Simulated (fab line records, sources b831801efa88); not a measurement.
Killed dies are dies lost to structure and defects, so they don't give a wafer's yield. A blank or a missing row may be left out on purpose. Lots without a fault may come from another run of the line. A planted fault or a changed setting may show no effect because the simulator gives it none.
fab line records | flow gf180mcu | part 1 of 2: steps 1 to 28 of 39
record lots=5 wafers=15 last_day=33
route steps=602 shown NWELL@48 LVPWELL@54 MVSD@66 MVPSD@78
lots that met no fault: from a run of the same line without faults
start_h: hours from the record's first day to the start of the lot's first wafer shown | wait_h: hours since the lot's step before | " the same as in the row above | L1.1+2: a row that stands for several wafers | - no value, or no start given | * or withheld: withheld | < > ~ a bound
route shown NAME@n: a module of which the file shows steps, and the number in the route of the first | usual: mean/standard deviation of fault-free wafers | same: alike in all rows | chamber/n: place in a boat | sites: the reading at each site | _std_site: their standard deviation | _edge_site: outer sites' mean less inner sites' | radius_mm: how far each site lies from the wafer's centre | mask NAME#n: copy n | behind: the tool/chamber that last shaped the wafer | hold: why the lot was held/for how many hours/how that ended | device: the transistor (n, p or np) that didn't switch | end of line: the same wafers' tests at the end of the route | a step without rows: its recipe alone | killed: dies lost to structure and defects at the first sort, not the wafer's yield | map: a wafer's dies, x killed, . not, _ none there
set.NAME: the setting as run; set.NAME@STEP: as run at that earlier step | model.NAME: the simulator's own value behind a step, which no gauge read
lots at some steps of the route; a table a step, a row a wafer
services: from which hour (start_h, from the record's first day; less than 0 if before it) a tool's chamber was out of use, for how many hours, and why
## steps
# step GF_NWELL_DEVELOP_06
# recipe wall_angle_deg=90 develop_time_s=60 dev_temp_c=23
# columns lot.wafer tool chamber start_h wait_h
L075.1+4+5 litho_track-04 0 - -
L078.1+4+6 litho_track-02 0 - -
L081.3+5+6 litho_track-02 0 - -
L085.2+3+5 litho_track-02 0 - -
L091.1+2+6 litho_track-02 0 - -
# step GF_NWELL_OVL_MEAS_07
# usual NWELL_OVL=0.4/1.4
# columns lot.wafer tool chamber start_h wait_h NWELL_OVL[nm]
L075.1 overlay-01 - 63.79 - -0.3
L075.4 " - " " -0.1
L075.5 " - " " 0.8
L078.1 overlay-02 - 76.26 - -3.1
L078.4 " - " " -1.5
L078.6 " - " " -1.4
L081.3 overlay-02 - 92.52 - 1.2
L081.5 " - " " -0.7
L081.6 " - " " 1.0
L085.2 overlay-02 - 116.71 - -2.1
L085.3 " - " " -1.1
L085.5 " - " " -1.7
L091.1 overlay-02 - 149.95 - 0.7
L091.2 " - " " 1.4
L091.6 " - " " 0.3
# step GF_NWELL_IMPLANT_08
# recipe species=P energy_kev=450 dose_cm2=1.523e+13 tilt_deg=0
# usual beam_on_s=9.99/0.21 dose_ions_cm2=1.5229e+13/1.7e+10 tilt_deg=-0.006/0.017
# columns lot.wafer tool chamber start_h wait_h beam_on_s dose_ions_cm2 tilt_deg
L075.1 implanter-01 0 63.83 0.0 10.17 1.5239e+13 0.017
L075.4 " 0 " " 10.33 1.527e+13 0.023
L075.5 " 0 " " 9.66 1.5212e+13 0.001
L078.1 implanter-03 0 76.29 0.0 9.74 1.5238e+13 -0.010
L078.4 " 0 " " 10.05 1.524e+13 -0.014
L078.6 " 0 " " 10.34 1.5253e+13 -0.020
L081.3 implanter-01 0 92.59 0.1 10.03 1.5215e+13 -0.022
L081.5 " 0 " " 10.10 1.5223e+13 -0.051
L081.6 " 0 " " 10.15 1.5219e+13 -0.014
L085.2 implanter-04 0 116.77 0.0 10.20 1.5214e+13 -0.035
L085.3 " 0 " " 9.73 1.5237e+13 0.006
L085.5 " 0 " " 9.96 1.5231e+13 0.002
L091.1 implanter-04 0 149.99 0.0 9.79 1.5241e+13 0.004
L091.2 " 0 " " 9.65 1.5228e+13 -0.055
L091.6 " 0 " " 9.99 1.523e+13 -0.034
# step GF_NWELL_IMPLANT_09
# recipe species=P energy_kev=160 dose_cm2=4e+12 tilt_deg=0
# usual beam_on_s=10.01/0.21 dose_ions_cm2=4e+12/4.6e+09 tilt_deg=-0.001/0.023
# columns lot.wafer tool chamber start_h wait_h beam_on_s dose_ions_cm2 tilt_deg
L075.1 implanter-01 0 63.98 0.1 9.95 3.997e+12 0.024
L075.4 " 0 " " 10.06 4.001e+12 -0.014
L075.5 " 0 " " 10.14 3.999e+12 0.001
L078.1 implanter-03 0 76.44 0.1 10.59 4.001e+12 0.029
L078.4 " 0 " " 10.04 3.999e+12 0.039
L078.6 " 0 " " 9.86 3.995e+12 0.023
L081.3 implanter-01 0 92.74 0.1 10.07 4.001e+12 -0.013
L081.5 " 0 " " 10.00 4.005e+12 -0.003
L081.6 " 0 " " 10.21 4.005e+12 0.010
L085.2 implanter-04 0 116.92 0.1 9.49 3.995e+12 -0.024
L085.3 " 0 " " 9.80 3.994e+12 -0.006
L085.5 " 0 " " 9.84 3.997e+12 -0.001
L091.1 implanter-04 0 150.14 0.1 10.25 4.002e+12 -0.037
L091.2 " 0 " " 9.97 4.003e+12 0.006
L091.6 " 0 " " 10.07 4.001e+12 -0.016
# step GF_NWELL_STRIP_10
# recipe chemistry=O2/N2 power_w=1400 pressure_mtorr=1500 platen_temp_c=250 o2_flow_sccm=3000 n2_flow_sccm=300 overash_fraction=0.5
# usual drypump_motor_current_A=6.0/0.51 heater_power_w=329/33 oes_product_au=0.722/0.0045 platen_temp_c=249.96/0.16 strip_time_to_endpoint_s=36.99/0.11
# columns lot.wafer tool chamber start_h wait_h drypump_motor_current_A heater_power_w oes_product_au platen_temp_c rf_hours_counter_h strip_time_to_endpoint_s
L075.1 plasma_asher-03 1 64.13 0.1 6.1 350 0.722 249.98 42 36.85
L075.4 " 0 " " 5.1 283 0.717 250.03 - 36.86
L075.5 " 0 " " 5.1 278 0.720 250.21 - 36.88
L078.1 plasma_asher-02 1 76.59 0.1 5.9 307 0.715 250.46 40 36.94
L078.4 " 1 " " 5.9 298 0.717 250.26 - 36.87
L078.6 " 0 " " 6.2 363 0.715 250.19 - 36.81
L081.3 plasma_asher-02 0 92.87 0.1 6.2 369 0.721 249.88 - 37.02
L081.5 " 1 " " 5.9 314 0.727 249.83 - 36.96
L081.6 " 0 " " 6.1 361 0.716 249.68 - 36.98
L085.2 plasma_asher-04 0 117.04 0.1 6.7 284 0.720 249.80 48 36.94
L085.3 " 1 " " 5.4 358 0.718 249.96 - 36.95
L085.5 " 0 " " 6.7 284 0.729 249.79 - 36.99
L091.1 plasma_asher-02 1 150.29 0.1 5.9 315 0.725 250.08 3 37.01
L091.2 " 0 " " 6.2 356 0.719 250.04 3 37.01
L091.6 " 0 " " 6.2 353 0.718 249.82 - 36.88
# step GF_NWELL_TW_MEAS_11
# usual NWELL_TW=1583/19
# columns lot.wafer tool chamber start_h wait_h NWELL_TW
L075.1 film_metro-04 - 64.23 0.1 1587
L075.4 " - " " 1583
L075.5 " - " " 1595
L078.1 film_metro-03 - 76.69 0.1 1548
L078.4 " - " " 1546
L078.6 " - " " 1559
L081.3 film_metro-03 - 92.96 0.1 1547
L081.5 " - " " 1555
L081.6 " - " " 1555
L085.2 film_metro-04 - 117.15 0.1 1582
L085.3 " - " " 1584
L085.5 " - " " 1593
L091.1 film_metro-02 - 150.39 0.1 1594
L091.2 " - " " 1588
L091.6 " - " " 1595
# step GF_LVPWELL_DEHYDRATE_00
# recipe temp_c=200 time_s=60
# columns lot.wafer tool chamber start_h wait_h
L075.1+4+5 litho_track-01 0 69.85 5.6
L078.1+4+6 litho_track-04 0 82.54 5.8
L081.3+5+6 litho_track-04 0 99.14 6.2
L085.2+3+5 litho_track-04 0 123.41 6.3
L091.1+2+6 litho_track-01 0 157.15 6.7
# step GF_LVPWELL_HMDS_01
# recipe prime_time_s=60 prime_temp_c=120
# columns lot.wafer tool chamber start_h wait_h
L075.1+4+5 litho_track-01 0 70.00 0.1
L078.1+4+6 litho_track-04 0 82.69 0.1
L081.3+5+6 litho_track-04 0 99.29 0.1
L085.2+3+5 litho_track-04 0 123.56 0.1
L091.1+2+6 litho_track-01 0 157.30 0.1
# step GF_LVPWELL_COAT_02
# recipe spin_rpm=2000 resist_thk_nm=3000
# columns lot.wafer tool chamber start_h wait_h
L075.1+4+5 litho_track-01 0 70.15 0.1
L078.1+4+6 litho_track-04 0 82.84 0.1
L081.3+5+6 litho_track-04 0 99.44 0.1
L085.2+3+5 litho_track-04 0 123.71 0.1
L091.1+2+6 litho_track-01 0 157.45 0.1
# step GF_LVPWELL_SOFTBAKE_03
# recipe temp_c=110 time_s=withheld
# columns lot.wafer tool chamber start_h wait_h
L075.1+4+5 litho_track-01 0 70.30 0.1
L078.1+4+6 litho_track-04 0 82.99 0.1
L081.3+5+6 litho_track-04 0 99.61 0.1
L085.2+3+5 litho_track-04 0 123.87 0.1
L091.1+2+6 litho_track-01 0 157.60 0.1
# step GF_LVPWELL_EXPOSE_04
# recipe mask_id=LVPWELL target_cd_nm=600 na=0.6 source_shape=conventional sigma_outer=0.6 dose_mj=260
# usual stage_vel_mm_s=500.01/0.27
# columns lot.wafer tool chamber start_h wait_h mask stage_vel_mm_s
L075.1 iline_stepper-01 0 - - LVPWELL#0 499.65
L075.4 " 0 " " LVPWELL#0 499.80
L075.5 " 0 " " LVPWELL#0 500.17
L078.1 iline_stepper-02 0 - - LVPWELL#0 500.04
L078.4 " 0 " " LVPWELL#0 500.07
L078.6 " 0 " " LVPWELL#0 499.69
L081.3 iline_stepper-02 0 - - LVPWELL#0 499.88
L081.5 " 0 " " LVPWELL#0 500.09
L081.6 " 0 " " LVPWELL#0 500.32
L085.2 iline_stepper-01 0 - - LVPWELL#0 500.10
L085.3 " 0 " " LVPWELL#0 500.16
L085.5 " 0 " " LVPWELL#0 499.83
L091.1 iline_stepper-02 0 - - LVPWELL#0 499.65
L091.2 " 0 " " LVPWELL#0 499.85
L091.6 " 0 " " LVPWELL#0 499.37
# step GF_LVPWELL_PEB_05
# recipe temp_c=115 time_s=withheld
# columns lot.wafer tool chamber start_h wait_h
L075.1+4+5 litho_track-01 0 - -
L078.1+4+6 litho_track-01 0 - -
L081.3+5+6 litho_track-01 0 - -
L085.2+3+5 litho_track-01 0 - -
L091.1+2+6 litho_track-03 0 - -
# step GF_LVPWELL_DEVELOP_06
# recipe wall_angle_deg=90 develop_time_s=60 dev_temp_c=23
# columns lot.wafer tool chamber start_h wait_h
L075.1+4+5 litho_track-01 0 - -
L078.1+4+6 litho_track-01 0 - -
L081.3+5+6 litho_track-01 0 - -
L085.2+3+5 litho_track-01 0 - -
L091.1+2+6 litho_track-03 0 - -
# step GF_LVPWELL_OVL_MEAS_07
# usual LVPWELL_OVL=0.9/1.4
# columns lot.wafer tool chamber start_h wait_h LVPWELL_OVL[nm]
L075.1 overlay-01 - 77.35 - 0.7
L075.4 " - " " 0.1
L075.5 " - " " 1.0
L078.1 overlay-01 - 89.70 - 3.4
L078.4 " - " " 2.6
L078.6 " - " " 1.3
L081.3 overlay-01 - 106.66 - 1.1
L081.5 " - " " 1.5
L081.6 " - " " 1.1
L085.2 overlay-02 - 131.60 - 1.2
L085.3 " - " " 1.6
L085.5 " - " " 1.9
L091.1 overlay-02 - 165.97 - -0.1
L091.2 " - " " 0.9
L091.6 " - " " 1.2
# step GF_LVPWELL_IMPLANT_08
# recipe species=B energy_kev=170 dose_cm2=1.5e+13 tilt_deg=0
# usual beam_on_s=9.99/0.2 dose_ions_cm2=1.4999e+13/1.6e+10 tilt_deg=-0.002/0.021
# columns lot.wafer tool chamber start_h wait_h beam_on_s dose_ions_cm2 tilt_deg
L075.1 implanter-03 0 77.38 0.0 10.27 1.501e+13 -0.003
L075.4 " 0 " " 10.27 1.4968e+13 -0.004
L075.5 " 0 " " 9.57 1.499e+13 0.014
L078.1 implanter-04 0 89.73 0.0 9.89 1.5015e+13 0.003
L078.4 " 0 " " 10.45 1.5019e+13 0.001
L078.6 " 0 " " 10.12 1.5005e+13 -0.016
L081.3 implanter-03 0 106.73 0.1 9.96 1.4981e+13 0.012
L081.5 " 0 " " 9.96 1.5011e+13 0.010
L081.6 " 0 " " 9.80 1.4973e+13 0.002
L085.2 implanter-03 0 131.66 0.0 10.01 1.5034e+13 -0.008
L085.3 " 0 " " 10.19 1.5021e+13 0.004
L085.5 " 0 " " 10.06 1.4991e+13 0.028
L091.1 implanter-03 0 166.01 0.0 10.09 1.5018e+13 0.033
L091.2 " 0 " " 10.29 1.5006e+13 0.020
L091.6 " 0 " " 9.98 1.4999e+13 0.030
# step GF_LVPWELL_IMPLANT_09
# recipe species=B energy_kev=58.73 dose_cm2=5e+12 tilt_deg=0
# usual beam_on_s=10.01/0.21 dose_ions_cm2=5e+12/5.5e+09 tilt_deg=-0.001/0.021
# columns lot.wafer tool chamber start_h wait_h beam_on_s dose_ions_cm2 tilt_deg
L075.1 implanter-03 0 77.53 0.1 9.89 5.003e+12 0.008
L075.4 " 0 " " 9.95 4.998e+12 0.016
L075.5 " 0 " " 9.75 5.002e+12 0.028
L078.1 implanter-04 0 89.88 0.1 10.33 4.996e+12 -0.006
L078.4 " 0 " " 9.85 5.004e+12 -0.020
L078.6 " 0 " " 9.74 4.996e+12 0.013
L081.3 implanter-03 0 106.88 0.1 10.27 5.004e+12 0.008
L081.5 " 0 " " 9.92 5.002e+12 -0.006
L081.6 " 0 " " 9.92 4.995e+12 0.017
L085.2 implanter-03 0 131.81 0.1 9.89 4.991e+12 -0.037
L085.3 " 0 " " 9.75 4.996e+12 -0.030
L085.5 " 0 " " 9.71 5e+12 -0.025
L091.1 implanter-03 0 166.16 0.1 9.93 4.997e+12 0.029
L091.2 " 0 " " 10.48 4.997e+12 0.038
L091.6 " 0 " " 9.89 4.989e+12 0.018
# step GF_LVPWELL_STRIP_10
# recipe chemistry=O2/N2 power_w=1400 pressure_mtorr=1500 platen_temp_c=250 o2_flow_sccm=3000 n2_flow_sccm=300 overash_fraction=0.5
# usual drypump_motor_current_A=5.9/0.56 heater_power_w=335/28 oes_product_au=0.722/0.0043 platen_temp_c=250.01/0.2 strip_time_to_endpoint_s=36.96/0.099
# columns lot.wafer tool chamber start_h wait_h drypump_motor_current_A heater_power_w oes_product_au platen_temp_c rf_hours_counter_h strip_time_to_endpoint_s
L075.1 plasma_asher-04 0 77.68 0.1 6.7 285 0.719 249.80 44 36.89
L075.4 " 0 " " 6.6 295 0.727 249.85 - 36.84
L075.5 " 1 " " 5.4 365 0.717 250.39 - 36.87
L078.1 plasma_asher-01 1 90.03 0.1 5.8 323 0.724 249.77 29 36.93
L078.4 " 1 " " 5.8 327 0.722 249.96 - 36.85
L078.6 " 0 " " 4.9 366 0.723 250.18 - 36.92
L081.3 plasma_asher-04 0 107.02 0.1 6.7 292 0.726 250.26 - 37.11
L081.5 " 1 " " 5.3 365 0.722 250.04 - 37.08
L081.6 " 0 " " 6.7 289 0.712 250.05 - 36.99
L085.2 plasma_asher-01 0 131.93 0.1 4.9 358 0.726 249.83 33 37.00
L085.3 " 1 " " 5.8 334 0.721 249.82 - 36.97
L085.5 " 1 " " 5.8 339 0.719 249.95 - 36.94
L091.1 plasma_asher-04 0 166.31 0.1 6.7 285 0.727 249.95 53 36.95
L091.2 " 1 " " 5.4 356 0.722 249.96 53 36.97
L091.6 " 0 " " 6.7 301 0.721 250.11 - 36.96
# step GF_LVPWELL_TW_MEAS_11
# usual LVPWELL_TW=559/7.7
# columns lot.wafer tool chamber start_h wait_h LVPWELL_TW
L075.1 film_metro-03 - 77.78 0.1 546
L075.4 " - " " 550
L075.5 " - " " 548
L078.1 film_metro-04 - 90.13 0.1 563
L078.4 " - " " 562
L078.6 " - " " 564
L081.3 film_metro-02 - 107.10 0.1 565
L081.5 " - " " 565
L081.6 " - " " 565
L085.2 film_metro-02 - 132.04 0.1 567
L085.3 " - " " 568
L085.5 " - " " 566
L091.1 film_metro-04 - 166.41 0.1 561
L091.2 " - " " 565
L091.6 " - " " 561
# step GF_MVSD_DEHYDRATE_00
# recipe temp_c=200 time_s=60
# columns lot.wafer tool chamber start_h wait_h
L075.1+4+5 litho_track-03 0 84.27 6.5
L078.1+4+6 litho_track-03 0 95.87 5.7
L081.3+5+6 litho_track-01 0 113.90 6.8
L085.2+3+5 litho_track-03 0 138.45 6.4
L091.1+2+6 litho_track-01 0 173.20 6.8
# step GF_MVSD_HMDS_01
# recipe prime_time_s=60 prime_temp_c=120
# columns lot.wafer tool chamber start_h wait_h
L075.1+4+5 litho_track-03 0 84.42 0.1
L078.1+4+6 litho_track-03 0 96.02 0.1
L081.3+5+6 litho_track-01 0 114.05 0.1
L085.2+3+5 litho_track-03 0 138.60 0.1
L091.1+2+6 litho_track-01 0 173.35 0.1
# step GF_MVSD_COAT_02
# recipe spin_rpm=2000 resist_thk_nm=3000
# columns lot.wafer tool chamber start_h wait_h
L075.1+4+5 litho_track-03 0 84.57 0.1
L078.1+4+6 litho_track-03 0 96.17 0.1
L081.3+5+6 litho_track-01 0 114.20 0.1
L085.2+3+5 litho_track-03 0 138.75 0.1
L091.1+2+6 litho_track-01 0 173.50 0.1
# step GF_MVSD_SOFTBAKE_03
# recipe temp_c=110 time_s=withheld
# columns lot.wafer tool chamber start_h wait_h
L075.1+4+5 litho_track-03 0 84.72 0.1
L078.1+4+6 litho_track-03 0 96.32 0.1
L081.3+5+6 litho_track-01 0 114.36 0.1
L085.2+3+5 litho_track-03 0 138.91 0.1
L091.1+2+6 litho_track-01 0 173.65 0.1
# step GF_MVSD_EXPOSE_04
# recipe mask_id=MVSD target_cd_nm=1000 na=0.6 source_shape=conventional sigma_outer=0.6 dose_mj=260
# usual stage_vel_mm_s=500.02/0.23
# columns lot.wafer tool chamber start_h wait_h mask stage_vel_mm_s
L075.1 iline_stepper-01 0 - - MVSD#0 499.81
L075.4 " 0 " " MVSD#0 500.06
L075.5 " 0 " " MVSD#0 500.06
L078.1 iline_stepper-02 0 - - MVSD#0 500.08
L078.4 " 0 " " MVSD#0 500.23
L078.6 " 0 " " MVSD#0 500.15
L081.3 iline_stepper-01 0 - - MVSD#0 499.99
L081.5 " 0 " " MVSD#0 499.47
L081.6 " 0 " " MVSD#0 499.58
L085.2 iline_stepper-01 0 - - MVSD#0 500.00
L085.3 " 0 " " MVSD#0 500.33
L085.5 " 0 " " MVSD#0 499.77
L091.1 iline_stepper-02 0 - - MVSD#0 500.09
L091.2 " 0 " " MVSD#0 500.02
L091.6 " 0 " " MVSD#0 499.82
# step GF_MVSD_PEB_05
# recipe temp_c=115 time_s=withheld
# columns lot.wafer tool chamber start_h wait_h
L075.1+4+5 litho_track-03 0 - -
L078.1+4+6 litho_track-02 0 - -
L081.3+5+6 litho_track-01 0 - -
L085.2+3+5 litho_track-01 0 - -
L091.1+2+6 litho_track-02 0 - -
# step GF_MVSD_DEVELOP_06
# recipe wall_angle_deg=90 develop_time_s=60 dev_temp_c=23
# columns lot.wafer tool chamber start_h wait_h
L075.1+4+5 litho_track-03 0 - -
L078.1+4+6 litho_track-02 0 - -
L081.3+5+6 litho_track-01 0 - -
L085.2+3+5 litho_track-01 0 - -
L091.1+2+6 litho_track-02 0 - -
# step GF_MVSD_OVL_MEAS_07
# usual MVSD_OVL=0.2/1.3
# columns lot.wafer tool chamber start_h wait_h MVSD_OVL[nm]
L075.1 overlay-01 - 91.67 - 3.1
L075.4 " - " " 2.0
L075.5 " - " " 3.9
L078.1 overlay-02 - 103.36 - -0.6
L078.4 " - " " -0.6
L078.6 " - " " -1.6
L081.3 overlay-02 - 121.06 - 1.0
L081.5 " - " " 1.7
L081.6 " - " " 2.5
L085.2 overlay-01 - 146.90 - 1.3
L085.3 " - " " 0.3
L085.5 " - " " 1.3
L091.1 overlay-02 - 182.25 - -0.1
L091.2 " - " " -1.7
L091.6 " - " " 0.5
# step GF_MVSD_IMPLANT_08
# recipe species=P energy_kev=400 dose_cm2=1.6e+13 tilt_deg=0
# usual beam_on_s=9.97/0.2 dose_ions_cm2=1.6003e+13/1.8e+10 tilt_deg=0.000/0.02
# columns lot.wafer tool chamber start_h wait_h beam_on_s dose_ions_cm2 tilt_deg
L075.1 implanter-04 0 91.71 0.0 9.85 1.5999e+13 0.029
L075.4 " 0 " " 10.21 1.6009e+13 0.046
L075.5 " 0 " " 9.89 1.599e+13 0.031
L078.1 implanter-02 0 103.39 0.0 9.96 1.5997e+13 -0.015
L078.4 " 0 " " 10.35 1.6014e+13 -0.029
L078.6 " 0 " " 9.89 1.5995e+13 -0.034
L081.3 implanter-04 0 121.13 0.1 9.71 1.5984e+13 -0.008
L081.5 " 0 " " 9.91 1.5995e+13 0.032
L081.6 " 0 " " 9.94 1.6013e+13 0.018
L085.2 implanter-02 0 146.96 0.0 10.05 1.6044e+13 0.036
L085.3 " 0 " " 9.89 1.6053e+13 0.020
L085.5 " 0 " " 10.05 1.6016e+13 0.019
L091.1 implanter-04 0 182.29 0.0 10.49 1.6013e+13 0.031
L091.2 " 0 " " 9.83 1.6007e+13 -0.023
L091.6 " 0 " " 9.82 1.6021e+13 -0.022
# step GF_MVSD_IMPLANT_09
# recipe species=P energy_kev=100 dose_cm2=5e+12 tilt_deg=0
# usual beam_on_s=9.98/0.19 dose_ions_cm2=5e+12/6.1e+09 tilt_deg=0.006/0.02
# columns lot.wafer tool chamber start_h wait_h beam_on_s dose_ions_cm2 tilt_deg
L075.1 implanter-04 0 91.86 0.1 9.64 4.996e+12 0.007
L075.4 " 0 " " 9.85 5.006e+12 -0.008
L075.5 " 0 " " 10.11 5.002e+12 -0.041
L078.1 implanter-02 0 103.54 0.1 9.93 5.007e+12 0.042
L078.4 " 0 " " 9.80 4.998e+12 0.041
L078.6 " 0 " " 10.15 5.002e+12 -0.001
L081.3 implanter-04 0 121.28 0.1 9.62 4.998e+12 0.001
L081.5 " 0 " " 10.11 5.003e+12 0.015
L081.6 " 0 " " 10.00 5.002e+12 -0.007
L085.2 implanter-02 0 147.11 0.1 9.88 4.997e+12 0.011
L085.3 " 0 " " 10.35 5.004e+12 0.026
L085.5 " 0 " " 10.25 5.009e+12 0.016
L091.1 implanter-04 0 182.44 0.1 9.92 4.997e+12 0.044
L091.2 " 0 " " 10.04 5.001e+12 0.030
L091.6 " 0 " " 9.52 5.002e+12 0.010
